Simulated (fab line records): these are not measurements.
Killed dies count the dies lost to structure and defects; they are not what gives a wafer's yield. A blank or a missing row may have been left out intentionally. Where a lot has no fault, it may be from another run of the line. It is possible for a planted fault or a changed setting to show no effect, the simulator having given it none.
One fault through the eyes of 2 desks	flow gf180mcu	what lay behind the numbers comes last; until then each desk has only its own

## THE METROLOGY DESK
What the gauges read, lot by lot, whatever tool the lot ran on: means of the sampled wafers that have a number. The brackets show how far a lot's mean lies from the usual mean; more than 4 standard deviations puts the lot out of limits, marked OUT.
Columns: A = NSD_RS at GF_PSD_RS_MEAS_14, usual 46.17 ohm/sq; B = V1_CVD_02_THK at GF_V1_THK_MEAS_03, usual 848 nm
lot	first seen here	A	B
L207	day 14 22:10	46.18	854
L210	day 15 21:33	46.13	849
L212	day 16 11:24	46.19	831
L213	day 17 00:28	46.23	828
L214	day 17 17:12	46.22	847
L216	day 17 18:08	46.19	834
L223	day 20 04:33	46.11	857
L224	day 20 12:44	46.19	861
L226	day 21 00:13	46.13	856
L225	day 21 03:29	46.09	833
L228	day 21 19:13	46.09	848
L229	day 21 19:39	46.18	859
This desk's verdict: no lot among the 12 shows anything out of limits.

## DESK OF THE TOOL OWNER: pecvd-03
The tool's own readings at GF_V1_CVD_02 (deposits SiO2 from TEOS, target thk 850 nm, time 94.851 s): means of the sampled wafers that have a number, for each lot that ran on this tool. The brackets show how far a lot's mean lies from the usual mean; more than 4 standard deviations puts the lot out of limits, marked OUT.
Columns: A = heater power w at GF_V1_CVD_02, usual 649 W; B = rf fwd power W at GF_V1_CVD_02, usual 595.8 W
lot	first seen here	A	B
L210	day 18 22:17	578	596.7
L212	day 19 13:43	626	562.8 (-15) OUT
L213	day 20 03:44	641	564.8 (-14) OUT
L216	day 20 22:11	656	563.5 (-15) OUT
L223	day 23 06:06	575	596.8
L224	day 23 15:41	621	596.0
This desk finds L212, L213, L216 out of limits, L212 being first, at day 19 13:43 (rf fwd power W at GF_V1_CVD_02). In limits: L210, L223, L224.

## PUT TOGETHER
On L212, L213, L216, at day 19 13:43, an alarm was possible from the tool owner's desk.
Metrology desk: nothing out of limits seen.
The metrology desk holds a record of L212, L213, L216, inside its limits.
Of the lots named, all ran GF_V1_CVD_02 on pecvd-03.

## WHAT THE SIMULATOR HAD PUT IN
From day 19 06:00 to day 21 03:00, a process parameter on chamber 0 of pecvd-03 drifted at GF_V1_CVD_02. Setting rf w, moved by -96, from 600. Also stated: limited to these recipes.
Struck lots among those shown: L212, L213, L216.
Delay in hours, fault start to first out-of-limits reading, by desk: the tool owner's desk at 8.
